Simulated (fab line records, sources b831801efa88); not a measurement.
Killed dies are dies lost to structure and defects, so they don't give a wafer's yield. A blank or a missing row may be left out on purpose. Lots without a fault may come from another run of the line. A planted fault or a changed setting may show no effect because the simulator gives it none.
Split-lot experiment | flow sfq_line | 5 lots, 23 wafers read, on a route of 325 steps

THE SPLIT
At SFQ_TRILAYER_R5_LITHO_COAT_136 (resist thk 600 nm), the setting spin_rpm was moved away from the recipe's 3000 rpm on 6 of the 23 wafers read, by -7.2% to +7.4%. The other wafers ran this setting at the recipe's value.

The reading is taken at the split's own step.

THE READING
KrF_of_TRILAYER_R5_LITHO_COAT_136.thk_nm (the simulator's own value, which no gauge read), in nm, at SFQ_TRILAYER_R5_LITHO_COAT_136 (resist thk 600 nm). The file gives no usual value for it. The 17 wafers here that ran the recipe average 600.1 nm, standard deviation 1.6 nm.

wafer  | tool, chamber at the split | spin_rpm as run, rpm | against the recipe | KrF_of_TRILAYER_R5_LITHO_COAT_136.thk_nm, nm | against lot-mates on the recipe
L074.4 | litho_track-04, 0          | 3000                 | recipe             | 601.5                                        | -
L074.5 | litho_track-04, 0          | 3000                 | recipe             | 602.8                                        | -
L074.6 | litho_track-04, 0          | 3000                 | recipe             | 602.7                                        | -
L077.1 | litho_track-01, 0          | 3149                 | +5.0%              | 586.7                                        | -13.4
L077.3 | litho_track-01, 0          | 3000                 | recipe             | 598.5                                        | -
L077.4 | litho_track-01, 0          | 3000                 | recipe             | 600.5                                        | -
L077.5 | litho_track-01, 0          | 3000                 | recipe             | 601.3                                        | -
L077.6 | litho_track-01, 0          | 3149                 | +5.0%              | 585.3                                        | -14.8
L081.1 | litho_track-01, 0          | 3000                 | recipe             | 601.6                                        | -
L081.2 | litho_track-01, 0          | 2783                 | -7.2%              | 625.5                                        | +24.6
L081.3 | litho_track-01, 0          | 3000                 | recipe             | 600.3                                        | -
L081.4 | litho_track-01, 0          | 3000                 | recipe             | 600.7                                        | -
L081.6 | litho_track-01, 0          | 2783                 | -7.2%              | 622.6                                        | +21.7
L084.1 | litho_track-04, 0          | 3000                 | recipe             | 600.1                                        | -
L084.2 | litho_track-04, 0          | 3222                 | +7.4%              | 578.5                                        | -21.7
L084.3 | litho_track-04, 0          | 3000                 | recipe             | 599.8                                        | -
L084.5 | litho_track-04, 0          | 3222                 | +7.4%              | 578.8                                        | -21.4
L084.6 | litho_track-04, 0          | 3000                 | recipe             | 600.8                                        | -
L085.1 | litho_track-01, 0          | 3000                 | recipe             | 598.8                                        | -
L085.2 | litho_track-01, 0          | 3000                 | recipe             | 598.9                                        | -
L085.3 | litho_track-01, 0          | 3000                 | recipe             | 597.2                                        | -
L085.5 | litho_track-01, 0          | 3000                 | recipe             | 597.6                                        | -
L085.6 | litho_track-01, 0          | 3000                 | recipe             | 599                                          | -

THE FIT
A straight line over all 23 wafers: KrF_of_TRILAYER_R5_LITHO_COAT_136.thk_nm changes by -3.07 nm for each +1% of spin_rpm; r = -0.99; the points scatter about the line by 1.6 nm.
The same after taking each lot's own level away (the mean of its wafers on the recipe; 23 wafers): -3.03 nm for each +1%; r = -1.00; scatter 0.96 nm.
On that fit, the largest move of spin_rpm shifts the reading by 22 nm.
The lots' own levels span 598.30 to 602.33 nm, that is 2.6 times the standard deviation above.
So the lot-to-lot level changes the slope little: the two slopes agree.
Check: with one of the wafers moved furthest among these (+7.4%) left out of the fit, the line predicts -22.3 nm for it against its lot-mates. It came out at -21.7 nm against them.

OTHER SPLITS ON THESE WAFERS
These wafers also went through other splits before the reading. Each is held against what the fit with the lots' levels taken away leaves over:
other split on the same wafers                    | wafers away from the commonest value | r with KrF_of_TRILAYER_R5_LITHO_COAT_136.thk_nm (lot level and that fit taken away)
SFQ_TRILAYER_M2_LITHO_PEB_060 peb_time_s          | 11                                   | +0.16
SFQ_TRILAYER_M3_DEP_SPUTTER_073 power_w           | 6                                    | -0.16
SFQ_TRILAYER_M3_ETCH_METAL_ETCH_078 time_s        | 8                                    | +0.36
SFQ_TRILAYER_I3_VIA_LITHO_PEB_088 peb_temp_c      | 7                                    | -0.24
SFQ_TRILAYER_I3_VIA_BARC_OPEN_VIA_ETCH_121 time_s | 7                                    | +0.06
SFQ_TRILAYER_M4_LITHO_EXPOSE_094 dose_mj          | 10                                   | +0.15
SFQ_TRILAYER_I4_VIA_LITHO_COAT_103 spin_rpm       | 6                                    | -0.05

THE FILE'S OWN FIT
KrF_of_TRILAYER_R5_LITHO_COAT_136.thk_nm changes by -3.01 nm for each +1% of spin_rpm, r = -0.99.
